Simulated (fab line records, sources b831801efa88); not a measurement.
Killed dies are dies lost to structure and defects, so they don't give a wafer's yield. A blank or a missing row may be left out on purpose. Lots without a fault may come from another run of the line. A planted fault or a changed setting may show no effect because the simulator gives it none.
A struck lot beside a sound one | flow sky130 | 15 steps out of a route of 708
Sound: wafers L552.2, L552.3, L552.5. Struck: wafers L563.2, L563.4, L563.6. The cause comes at the end.
At each step with rows: each side's tool, then ch and its chambers, then its first start. Under that, the readings that differ: sound wafers | struck wafers | difference of the means | sigmas: that difference in standard deviations of wafers without a fault.
alike: readings whose means differ by less than 2 such deviations, and words and numbers that are the same on both sides. not compared: withheld readings, readings that some wafer has no value for, bounds like >300 that may hide the same value, and numbers for which the record gives no deviation and whose values overlap.
The two part at a step that has a row with sigmas, a row that says differs or no value, or rows on one side only. Numbers that don't overlap but have no deviation are shown without sigmas and don't part them. A reading that every wafer of one side lacks parts them only if that side has two wafers or more.

SKY_LDD_HVP_TW_MEAS_10:
  sound on film_metro-04, day 22 06:33; struck on film_metro-01, day 26 19:57
  alike: LDD_HVP_TW
then, 7 steps without rows for these wafers: SKY_LDD_LDN_DEHYDRATE_00 (time 60 s); SKY_LDD_LDN_HMDS_01 (prime time 60 s); SKY_LDD_LDN_COAT_02 (resist thk 1140 nm); SKY_LDD_LDN_SOFTBAKE_03 (time 60 s); SKY_LDD_LDN_EXPOSE_04 (exposes mask LDNTM, target cd 700 nm); SKY_LDD_LDN_PEB_05; SKY_LDD_LDN_DEVELOP_06 (develop time 60 s).
SKY_LDD_LDN_OVL_MEAS_07:
  sound on overlay-02, day 23 13:04; struck on overlay-01, day 27 23:58
  alike: LDD_LDN_OVL
then, 3 steps without rows for these wafers: SKY_LDD_LDN_IMPLANT_08; SKY_LDD_LDN_IMPLANT_09; SKY_LDD_LDN_IMPLANT_10.
SKY_LDD_LDN_IMPLANT_11:
  sound on implanter-03 ch 0, day 23 13:34; struck on implanter-03 ch 0, day 28 00:28
  reading                   | sound                | struck               | difference | sigmas
  beam_energy_keV           | 14.999 14.998 14.996 | 16.489 16.495 16.491 | +1.494     | +99 or more
  model.implant.rp_nm (nm)  | 12.75 12.75 12.75    | 13.43 13.43 13.43    | +0.68      |
  model.implant.drp_nm (nm) | 5.933 5.933 5.933    | 6.323 6.323 6.323    | +0.390     |
  alike: dose_ions_cm2, faraday_current_uA, rotation_deg
SKY_LDD_LDN_STRIP_12: strips in O2/N2.
  sound on plasma_asher-04 ch 0,1, day 23 13:41; struck on plasma_asher-01 ch 0,1, day 28 00:35
  alike: drypump_motor_current_A, oes_product_au, strip_time_to_endpoint_s
  not compared: rf_hours_counter_h
SKY_PAD_OPEN_PROBE_99:
  the record has rows for the sound wafers here (prober-01, day 46 02:40) and none for the struck ones

WHERE THEY PART
First at SKY_LDD_LDN_IMPLANT_11; last, within this record, at SKY_PAD_OPEN_PROBE_99.

WHY: what the simulator had put in
Process parameter drift: implanter-03, from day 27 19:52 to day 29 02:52, at SKY_LDD_LDN_IMPLANT_11. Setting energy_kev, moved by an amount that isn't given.
